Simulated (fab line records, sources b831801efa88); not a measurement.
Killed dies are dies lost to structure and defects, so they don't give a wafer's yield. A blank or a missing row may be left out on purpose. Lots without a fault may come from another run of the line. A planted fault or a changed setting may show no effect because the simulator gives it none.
fab line records | flow sky130
record lots=6 wafers=18 last_day=50
route steps=708 shown PASSIVATION@686 PAD_OPEN@694
lots that met no fault: from a run of the same line without faults
start_h: hours from the record's first day to the start of the lot's first wafer shown | wait_h: hours since the lot's step before | " the same as in the row above | L1.1+2: a row that stands for several wafers | - no value, or no start given | * or withheld: withheld | < > ~ a bound
route shown NAME@n: a module of which the file shows steps, and the number in the route of the first | usual: mean/standard deviation of fault-free wafers | same: alike in all rows | chamber/n: place in a boat | sites: the reading at each site | _std_site: their standard deviation | _edge_site: outer sites' mean less inner sites' | radius_mm: how far each site lies from the wafer's centre | mask NAME#n: copy n | behind: the tool/chamber that last shaped the wafer | hold: why the lot was held/for how many hours/how that ended | device: the transistor (n, p or np) that didn't switch | end of line: the same wafers' tests at the end of the route | a step without rows: its recipe alone | killed: dies lost to structure and defects at the first sort, not the wafer's yield | map: a wafer's dies, x killed, . not, _ none there
set.NAME: the setting as run; set.NAME@STEP: as run at that earlier step | model.NAME: the simulator's own value behind a step, which no gauge read
lots at some steps of the route; a table a step, a row a wafer
services: from which hour (start_h, from the record's first day; less than 0 if before it) a tool's chamber was out of use, for how many hours, and why
## steps
# step SKY_PASSIVATION_HMDS_05
# recipe prime_time_s=60 prime_temp_c=120
# step SKY_PASSIVATION_COAT_06
# recipe spin_rpm=2000 resist_thk_nm=3000
# step SKY_PASSIVATION_SOFTBAKE_07
# recipe temp_c=110 time_s=withheld
# step SKY_PASSIVATION_EXPOSE_08
# recipe mask_id=NSM target_cd_nm=3000 na=0.57 dose_mj=260
# step SKY_PASSIVATION_PEB_09
# recipe temp_c=115 time_s=withheld
# step SKY_PASSIVATION_DEVELOP_10
# recipe develop_time_s=60 dev_temp_c=23
# step SKY_PASSIVATION_ETCH_11
# recipe chemistry=CF4/O2 target_depth_nm=725 stop_on=AlCu source_w=800 bias_w=150 pressure_mtorr=150 cf4_flow_sccm=80 O2_flow_sccm=10 time_s=161.1
# usual chamber_pressure_mTorr=150.00/0.15 drypump_motor_current_A=5.7/0.5 oes_product_au=0.976/0.0092 throttle_valve_pct=5.964/0.0087
# columns lot.wafer tool chamber start_h wait_h chamber_pressure_mTorr drypump_motor_current_A oes_product_au rf_hours_counter_h throttle_valve_pct
L695.1 rie_diel-02 0 1055.66 - 150.16 6.2 0.969 19 5.968
L695.2 " 2 " " 150.04 5.7 0.972 3 5.959
L695.4 " 1 " " 150.33 5.4 0.968 13 5.949
L699.3 rie_diel-02 0 1092.56 - 149.96 6.2 0.962 21 5.954
L699.5 " 0 " " 150.04 6.2 0.959 - 5.953
L699.6 " 3 " " 149.87 6.3 0.978 - 5.970
L698.2 rie_diel-04 2 1096.46 - 149.98 4.8 0.984 9 5.952
L698.3 " 0 " " 149.91 5.7 0.970 21 5.962
L698.5 " 2 " " 149.94 4.8 0.990 - 5.959
L703.1 rie_diel-03 1 1131.01 - 150.10 5.7 0.978 26 5.981
L703.2 " 0 " " 149.90 6.5 0.982 23 5.970
L703.3 " 2 " " 150.19 6.1 0.963 4 5.948
L705.3 rie_diel-04 1 1131.86 - 149.94 5.3 0.973 12 5.970
L705.4 " 3 " " 150.01 5.3 0.988 11 5.972
L705.5 " 2 " " 150.03 4.8 0.975 - 5.968
L716.3 rie_diel-02 3 1174.63 - 149.84 6.3 0.983 23 5.971
L716.4 " 2 " " 149.87 5.7 0.990 7 5.952
L716.6 " 3 " " 149.92 6.3 0.986 - 5.981
# step SKY_PASSIVATION_STRIP_12
# recipe chemistry=O2/N2 power_w=1400 pressure_mtorr=1500 platen_temp_c=withheld overash_fraction=0.7 o2_flow_sccm=3000 n2_flow_sccm=300
# usual chamber_pressure_mTorr=1499.9/1.3 drypump_motor_current_A=5.6/0.39 oes_product_au=0.661/0.0048 strip_time_to_endpoint_s=31.57/0.17
# columns lot.wafer tool chamber start_h wait_h chamber_pressure_mTorr drypump_motor_current_A oes_product_au rf_hours_counter_h strip_time_to_endpoint_s
L695.1 plasma_asher-02 1 1055.76 0.1 1500.5 5.5 0.666 97 31.54
L695.2 " 0 " " 1501.8 5.0 0.665 97 31.20
L695.4 " 0 " " 1498.7 5.0 0.665 - 31.55
L699.3 plasma_asher-02 1 1092.70 0.1 1501.7 5.5 0.661 - 31.85
L699.5 " 0 " " 1497.3 5.0 0.659 - 31.91
L699.6 " 1 " " 1501.8 5.5 0.657 - 31.49
L698.2 plasma_asher-02 1 1096.57 0.1 1500.4 5.5 0.662 102 31.39
L698.3 " 1 " " 1501.4 5.5 0.659 - 31.56
L698.5 " 0 " " 1499.9 5.0 0.666 - 31.27
L703.1 plasma_asher-01 1 1131.12 0.1 1498.7 5.5 0.658 6 31.57
L703.2 " 0 " " 1501.0 5.9 0.672 6 31.58
L703.3 " 0 " " 1498.7 5.9 0.662 - 31.68
L705.3 plasma_asher-01 1 1132.00 0.1 1500.0 5.5 0.668 - 31.75
L705.4 " 0 " " 1500.0 5.9 0.664 - 31.59
L705.5 " 0 " " 1501.8 6.0 0.653 - 31.48
L716.3 plasma_asher-04 1 1174.77 0.1 1501.5 5.2 0.654 - 31.45
L716.4 " 0 " " 1499.5 6.2 0.655 - 31.59
L716.6 " 0 " " 1500.0 6.2 0.658 - 31.56
# step SKY_PAD_OPEN_DEHYDRATE_00
# recipe temp_c=200 time_s=60
# step SKY_PAD_OPEN_HMDS_01
# recipe prime_time_s=60 prime_temp_c=120
# step SKY_PAD_OPEN_COAT_02
# recipe spin_rpm=2000 resist_thk_nm=3000
# step SKY_PAD_OPEN_SOFTBAKE_03
# recipe temp_c=109.6 time_s=withheld
# step SKY_PAD_OPEN_EXPOSE_04
# recipe mask_id=PDM target_cd_nm=60000 na=0.57 dose_mj=260
# usual exposure_dose_mJ_cm2=260.02/0.26 focus_offset_nm=-0.1/0.56
# columns lot.wafer tool chamber start_h wait_h mask exposure_dose_mJ_cm2 focus_offset_nm
L695.1 iline_stepper-01 0 1067.06 - PDM#0 259.47 -1.2
L695.2 " 0 " " PDM#0 259.35 -0.4
L695.4 " 0 " " PDM#0 259.80 -1.0
L699.3 iline_stepper-01 - 1103.42 - PDM#0 - -
L699.5 " - " " PDM#0 - -
L699.6 " - " " PDM#0 - -
L698.2 iline_stepper-01 - 1107.28 - PDM#0 - -
L698.3 " - " " PDM#0 - -
L698.5 " - " " PDM#0 - -
L703.1 iline_stepper-02 0 1139.86 - PDM#0 260.11 0.6
L703.2 " 0 " " PDM#0 260.07 -0.7
L703.3 " 0 " " PDM#0 260.26 1.1
L705.3 iline_stepper-02 0 1141.12 - PDM#0 260.07 0.8
L705.4 " 0 " " PDM#0 259.73 0.8
L705.5 " 0 " " PDM#0 259.64 1.2
L716.3 iline_stepper-01 0 1182.18 - PDM#0 259.95 0.2
L716.4 " 0 " " PDM#0 259.81 -0.2
L716.6 " 0 " " PDM#0 260.00 -0.9
# step SKY_PAD_OPEN_PEB_05
# recipe temp_c=115 time_s=withheld
## services
# columns tool chamber start_h hours kind
rie_diel-03 - 1032.88 2.7 repair
rie_diel-02 0 1039.28 1.9 repair
plasma_asher-04 - 1042.11 15.6 pm
rie_diel-03 - 1047.06 4.1 repair
plasma_asher-01 - 1055.25 9.0 pm
plasma_asher-01 0 1055.25 9.0 vent_cycle
plasma_asher-01 1 1055.25 9.0 vent_cycle
plasma_asher-01 - 1057.84 0.8 repair
iline_stepper-02 0 1058.14 - calibration
iline_stepper-02 - 1058.75 1.7 pm
plasma_asher-01 0 1064.25 - clean
plasma_asher-01 1 1064.25 - clean
iline_stepper-02 - 1078.87 8.9 pm
rie_diel-03 - 1087.72 0.9 repair
plasma_asher-01 - 1090.31 9.1 repair
rie_diel-03 - 1104.59 0.2 repair
plasma_asher-02 - 1113.72 1.1 repair
iline_stepper-01 0 1127.21 - calibration
rie_diel-03 3 1128.73 3.8 repair
iline_stepper-01 - 1150.49 1.7 pm
rie_diel-02 - 1163.51 4.3 pm
plasma_asher-04 - 1181.53 5.8 repair
## key
first_sign step=SKY_PAD_OPEN_EXPOSE_04 reading=tool_record direction=missing
effect none on later readings
met_at SKY_PAD_OPEN_EXPOSE_04
struck_wafers L698.2,L698.3,L698.5,L699.3,L699.5,L699.6
later_rows_left_out L698.2,L698.3,L698.5,L699.3,L699.5,L699.6
sort_left_out L698.2,L698.3,L698.5,L699.3,L699.5,L699.6
onset_between 1067.06 1103.42
fault kind=skipped_step_whole tool=iline_stepper-01 chamber=- onset_h=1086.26 steps=SKY_PAD_OPEN_EXPOSE_04 scope=struck_lots_only
# sort_left_out: the simulated sort isn't trusted on such a fault, so these wafers' sort isn't shown, and their yield isn't known
# later_rows_left_out: the simulator's readings of these wafers behind a module that went badly wrong aren't trusted and aren't shown, but for the sort
